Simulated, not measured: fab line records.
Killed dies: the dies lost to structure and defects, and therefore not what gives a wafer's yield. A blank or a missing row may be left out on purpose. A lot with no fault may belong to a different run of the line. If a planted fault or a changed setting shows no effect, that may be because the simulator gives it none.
8D (eight disciplines) problem report, filled in by code ; flow sky130 ; the parts of the form that need people (team, actions taken, sign-off) are left out

## 1. WHAT IS WRONG
At SKY_VIA1_ETCH_14, runLengthS averages 82.9 s over 6 wafers from 2 lots, while fault-free wafers read 74.2 s, standard deviation 0.55. That puts it +16 standard deviations away from the usual mean.
The step: etches BARC in N2/H2, stops on SiO2, time 45.9 s, target depth 60 nm.
First seen on wafer L252.2, day 37 20:50, on rieDiel-01. Wafers with a number at this step in the record: 30, from 10 lots. Rule for "out", or "out of limits": more than 4 standard deviations from the usual mean. The other wafers with a number count as sound.

## 2. WHAT IT IS, AND WHAT IT ISN'T
question;is;is not
which readings at this step;runLengthS, oesProductAu;chamberPressureMTorr, rfFwdPowerW
which lots;L252, L253;L240, L246, L248, L257, L258, L260, L262, L263
which wafers of those lots;all that have a number;-
read on which tools;rieDiel-01;rieDiel-02, rieDiel-03
when;from day 37 20:50;"up to then (9 sound wafers); but 15 sound wafers of L257, L258, L260, L262, L263 came after"

## 3. SUSPECTS, AND WHAT RULES EACH OUT
Counting: any tool at a process step up to the reading is kept as a suspect provided that every lot that is out went through it and no sound lot did after the first of them.
- rieDiel-01 at SKY_VIA1_ETCH_14 (etches BARC in N2/H2, stops on SiO2, time 45.9 s, target depth 60 nm): kept. It processed each lot that is out, first L252 at day 37 20:50, and no sound lot thereafter; up to then, the last sound lot it processed was L246 at day 36 04:16. Out on those wafers are its own readings of oesProductAu, runLengthS.
Remaining after the count: rieDiel-01 at SKY_VIA1_ETCH_14.

## 4. THE CAUSE (what the simulator had put in)
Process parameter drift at SKY_VIA1_ETCH_14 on rieDiel-01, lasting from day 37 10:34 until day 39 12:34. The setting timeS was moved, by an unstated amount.
Only this tool survived the counting.

## 5. THE EFFECT CHAIN, in route order
Each row: a reading whose mean over the struck wafers that have a number lies more than 3 standard deviations from the usual. Only readings for which the record gives a usual standard deviation are gone through. hours: the time from each lot's start at the first step in this table that gives one to its start at this step, as a median over the lots. sigmas: the change in usual standard deviations.
hours;step;reading;usual;on struck wafers;change;sigmas
0;SKY_VIA1_ETCH_14;oesProductAu;0.854 a.u.;0.780;-0.074;-16
0;SKY_VIA1_ETCH_14;runLengthS;74.2 s;82.9;+8.7;+16
0;SKY_VIA1_STRIP_16;stripTimeToEndpointS;4.447 s;4.332;-0.115;-4.8
Here are the process steps it includes:
- SKY_VIA1_ETCH_14: etches BARC in N2/H2, stops on SiO2, time 45.9 s, target depth 60 nm.
- SKY_VIA1_STRIP_16: strips in O2/N2.

## 6. WHAT WOULD HAVE CAUGHT IT SOONER
First out-of-limits reading in this record: day 37 20:50, which is 10 hours after fault onset at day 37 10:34.
